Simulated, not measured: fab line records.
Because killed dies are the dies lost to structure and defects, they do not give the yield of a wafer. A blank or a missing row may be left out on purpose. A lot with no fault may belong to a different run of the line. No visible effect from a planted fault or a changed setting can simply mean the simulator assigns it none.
Chamber matching :: flow gf180mcu :: 4 sister chambers for GF_M5_ETCH_09 on rieDiel-04
The step etches Si3N4 in CF4/O2, target depth 52 nm, time 11.6 s. 8 wafers are shown with their chamber, then 6 later ones without.

WAFERS, EACH WITH ITS CHAMBER
wafer: L301.1
chamber: 1
drypumpMotorCurrentA (A): 5.2
oesProductAu (a.u.): 0.985

wafer: L301.5
chamber: 2
drypumpMotorCurrentA (A): 6.2
oesProductAu (a.u.): 0.997

wafer: L303.3
chamber: 1
drypumpMotorCurrentA (A): 5.2
oesProductAu (a.u.): 0.999

wafer: L307.2
chamber: 3
drypumpMotorCurrentA (A): 6.1
oesProductAu (a.u.): 1.017

wafer: L307.3
chamber: 0
drypumpMotorCurrentA (A): 5.3
oesProductAu (a.u.): 1.014

wafer: L307.6
chamber: 2
drypumpMotorCurrentA (A): 6.2
oesProductAu (a.u.): 0.995

wafer: L312.2
chamber: 0
drypumpMotorCurrentA (A): 5.4
oesProductAu (a.u.): 1.001

wafer: L312.4
chamber: 3
drypumpMotorCurrentA (A): 6.1
oesProductAu (a.u.): 1.011

WAFERS MISSING THEIR CHAMBER
wafer: L321.2
drypumpMotorCurrentA (A): 6.2
oesProductAu (a.u.): 0.975

wafer: L321.4
drypumpMotorCurrentA (A): 5.4
oesProductAu (a.u.): 0.984

wafer: L321.5
drypumpMotorCurrentA (A): 5.2
oesProductAu (a.u.): 0.977

wafer: L322.1
drypumpMotorCurrentA (A): 6.0
oesProductAu (a.u.): 1.003

wafer: L322.4
drypumpMotorCurrentA (A): 5.2
oesProductAu (a.u.): 0.993

wafer: L322.6
drypumpMotorCurrentA (A): 6.0
oesProductAu (a.u.): 1.013

EACH ONE'S CHAMBER
wafer: L321.2
from the rows above: 2
in truth: 2

wafer: L321.4
from the rows above: 0
in truth: 0

wafer: L321.5
from the rows above: 1
in truth: 1

wafer: L322.1
from the rows above: 3
in truth: 3

wafer: L322.4
from the rows above: 1
in truth: 1

wafer: L322.6
from the rows above: 3
in truth: 3
Placed correctly: 6 of 6. Number that these rows cannot place: 0. Wrongly placed: 0.
How it was worked out, from the rows above alone: a wafer's distance from a chamber is the root of the sum, over the readings, of the square of ((its reading less the chamber's mean) divided by the reading's scatter). The wafer belongs to the nearest chamber; if the next one is less than 2 further off, it can't be placed. Each chamber's mean is taken over the wafers shown for it. How the scatter is found: for the shown wafers, subtract from each reading the mean of its chamber, square and add these, divide the total by (wafers less chambers), then take the root.
